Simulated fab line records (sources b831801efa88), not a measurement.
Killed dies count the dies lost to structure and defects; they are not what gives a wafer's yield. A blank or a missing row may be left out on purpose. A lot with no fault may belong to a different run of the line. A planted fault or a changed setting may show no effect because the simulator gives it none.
A lot that was struck, set against a sound lot / flow sky130 / 17 out of 708 route steps
Sound: the wafers L623.3, L623.5, L623.6. Wafers struck: L635.3, L635.4, L635.5. The cause comes at the end.
At each step with rows: each side's tool, then ch and its chambers, then its first start. Under that, the readings that differ: sound wafers / struck wafers / difference of the means / sigmas: that difference in standard deviations of wafers without a fault.
alike: readings with means less than 2 such deviations apart, plus words and numbers identical on both sides. not compared: withheld readings, readings lacking a value on some wafer, bounds such as >300 that could conceal the same value, and numbers that have no deviation in the record and whose values overlap.
A row with sigmas, a row that says differs or no value, or rows on one side alone: a step with any of these is where the two part. Numbers that don't overlap but have no deviation are shown without sigmas and don't part them. Lack of a reading on every wafer of one side parts them only where that side has two or more wafers.

SKY_VIA1_ETCH_15: etches SiO2 in C4F8/O2/Ar, stops on TiN, target depth 351 nm, time 54 s.
  sound on rie-diel-04 ch 0,2,3, day 36 04:40; struck on rie-diel-01 ch 0,1, day 39 18:34
  alike: bias-w, oes-product-au
  not compared: rf-hours-counter-h
then, 5 steps without rows for these wafers: SKY_VIA1_STRIP_16 (strips in O2/N2); SKY_VIA1_STRIP_17 (strips in post etch residue remover, time 1200 s); SKY_VIA1_CLEAN_18 (cleans in IPA, time 180 s); SKY_VIA1_CLEAN_19 (cleans in O3/DIW); SKY_VIA1_SPUTTER_20 (material TiN, target thk 20 nm, time 80 s).
SKY_VIA1_CVD_21: deposits W, target thk 270 nm, time 80.902 s.
  sound on cvd-w-02 ch 0,1, day 36 05:24; struck on cvd-w-01 ch 0,1, day 39 19:20
  alike: heater-power-w
SKY_VIA1_RS_MEAS_22: measurement is done with a four-point probe.
  sound on film-metro-03 at day 36 05:30; struck on film-metro-03 at day 39 19:26
  alike: VIA1_W_RS
SKY_VIA1_THK_MEAS_23: measures by xrf.
  sound on film-metro-03 at day 36 05:36; struck on film-metro-03 at day 39 19:32
  alike: VIA1_W_THK
then, 2 steps without rows for these wafers: SKY_VIA1_CMP_24 (polishes, stops on SiO2, t overpolish 15 s, target thk 0 nm); SKY_METAL2_SPUTTER_00 (material Ti, target thk 15 nm, time 10 s).
SKY_METAL2_SPUTTER_01: material TiN, target thk 20 nm, time 16.7 s.
  sound on pvd-sputter-02 at day 36 05:58; struck on pvd-sputter-04 at day 39 19:55
  alike: cathode-dc-power-W, throttle-valve-pct
SKY_METAL2_SPUTTER_02: material AlCu, target thk 250 nm, time 13.3 s.
  sound on pvd-sputter-02 at day 36 05:59; struck on pvd-sputter-04 at day 39 19:56
reading=model.AlCu_of_METAL2_SPUTTER_02.thk-nm (nm); sound=253.1 251 247.7; struck=82.79 83.84 82.56; difference=-167.54; sigmas=
  alike: cathode-dc-power-W, throttle-valve-pct
SKY_METAL2_SPUTTER_03: material Ti, target thk 5 nm, time 3.3 s.
  sound on pvd-sputter-02 at day 36 06:01; struck on pvd-sputter-04 at day 39 19:58
  alike: cathode-dc-power-W, throttle-valve-pct
SKY_METAL2_SPUTTER_04: material TiN, target thk 70 nm, time 58.3 s.
  sound on pvd-sputter-02 at day 36 06:02; struck on pvd-sputter-04 at day 39 19:59
  alike: cathode-dc-power-W, throttle-valve-pct
SKY_METAL2_RS_MEAS_05: measurement is done with a four-point probe.
  sound on film-metro-03 at day 36 06:07; struck on film-metro-01 at day 39 20:21
reading=METAL2_ALCU_RS (ohm/sq); sound=0.1252 0.1264 0.1278; struck=0.4089 0.4031 0.4112; difference=+0.2813; sigmas=+99 or more
  not compared: hold
next, for these wafers, 1 step has no rows: SKY_PAD_OPEN_PROBE_99.

## WHERE THEY PART
Within this record, at SKY_METAL2_RS_MEAS_05 only.

WHY: what the simulator had put in
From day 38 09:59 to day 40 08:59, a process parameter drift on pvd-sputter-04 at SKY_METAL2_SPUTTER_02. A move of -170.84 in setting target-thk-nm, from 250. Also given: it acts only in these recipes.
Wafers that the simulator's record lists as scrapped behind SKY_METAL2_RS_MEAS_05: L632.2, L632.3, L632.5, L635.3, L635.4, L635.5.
